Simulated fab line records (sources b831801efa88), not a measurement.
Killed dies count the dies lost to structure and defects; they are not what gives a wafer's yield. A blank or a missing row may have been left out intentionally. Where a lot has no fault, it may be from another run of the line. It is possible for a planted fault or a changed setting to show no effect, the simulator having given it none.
The tool behind it: which one?	flow sfq line	15 lots, 45 wafers sampled, at 1 step of a route of 325

WHAT EACH GAUGE READ, for each wafer
No reading from a measuring or inspecting step in the record can be judged against a usual standard deviation.

WHICH TOOL RAN EACH LOT (tool, then ch and the chambers of the sampled wafers, then the start)
lot	SFQ_TRILAYER_M8_LITHO_EXPOSE_194
L823	krf scanner-01 ch 0, day 76 03:33
L827	krf scanner-01 ch 0, day 77 16:10
L828	krf scanner-01 ch 0, day 77 17:34
L829	krf scanner-01 ch 0, day 77 18:46
L830	krf scanner-01 ch 0, day 78 00:34
L831	krf scanner-01 ch 0, day 78 01:58
L832	krf scanner-01 ch 0, day 78 04:10
L833	krf scanner-01 ch 0, day 78 05:22
L836	krf scanner-01 ch 0, day 78 14:10
L837	krf scanner-01, day 78 17:34
L838	krf scanner-01, day 78 18:58
L839	krf scanner-01, day 78 23:43
L842	krf scanner-01 ch 0, day 80 13:37
L843	krf scanner-01 ch 0, day 80 15:01
L845	krf scanner-01 ch 0, day 80 17:13
- SFQ_TRILAYER_M8_LITHO_EXPOSE_194: exposes mask M8, target cd 2000 nm.

WHAT THE TOOLS THEMSELVES READ (means of the sampled wafers that have a number; where no wafer has one, the mark that the record gives instead)
SFQ_TRILAYER_M8_LITHO_EXPOSE_194. Usual: exposure dose mJ cm2 14.399, standard deviation 0.015; focus offset nm -0.1 nm, standard deviation 0.52.
lot	tool	exposure dose mJ cm2	focus offset nm (nm)	flag
L823	krf scanner-01	14.397	-0.0	
L827	krf scanner-01	14.401	0.2	
L828	krf scanner-01	14.389	0.2	
L829	krf scanner-01	14.415	-0.3	
L830	krf scanner-01	14.384	-0.0	
L831	krf scanner-01	14.406	0.3	
L832	krf scanner-01	14.405	0.3	
L833	krf scanner-01	14.401	-0.4	
L836	krf scanner-01	14.394	-0.4	
L837	krf scanner-01	-	-	OFF
L838	krf scanner-01	-	-	OFF
L839	krf scanner-01	-	-	OFF
L842	krf scanner-01	14.378	0.4	
L843	krf scanner-01	14.397	-0.6	
L845	krf scanner-01	14.405	-0.3	

THE ANSWER, worked out from the rows above alone
Rule: a lot counts as off when the mean over its wafers that have a number is more than 3 standard deviations away from the usual mean. Also off: a lot with no number at a reading for which 4 or more lots have one. Where the step has rows for the other lots, those lots are counted as sound. After the gauges, taken in route order, come the tools' own readings; for these a lot's mean is taken, as printed above. At the first step where some lot is off, the reading lying furthest off is the one used; lots without a number count as furthest.
Off at SFQ_TRILAYER_M8_LITHO_EXPOSE_194 (exposure dose mJ cm2): L837, L838, L839. Without a number there: L837, L838, L839.
A tool fits if, at that step or a process step before it, it ran every lot that is off, and no sound lot after the first of them. No candidate that was tried fits.

WHAT THE SIMULATOR PUT IN
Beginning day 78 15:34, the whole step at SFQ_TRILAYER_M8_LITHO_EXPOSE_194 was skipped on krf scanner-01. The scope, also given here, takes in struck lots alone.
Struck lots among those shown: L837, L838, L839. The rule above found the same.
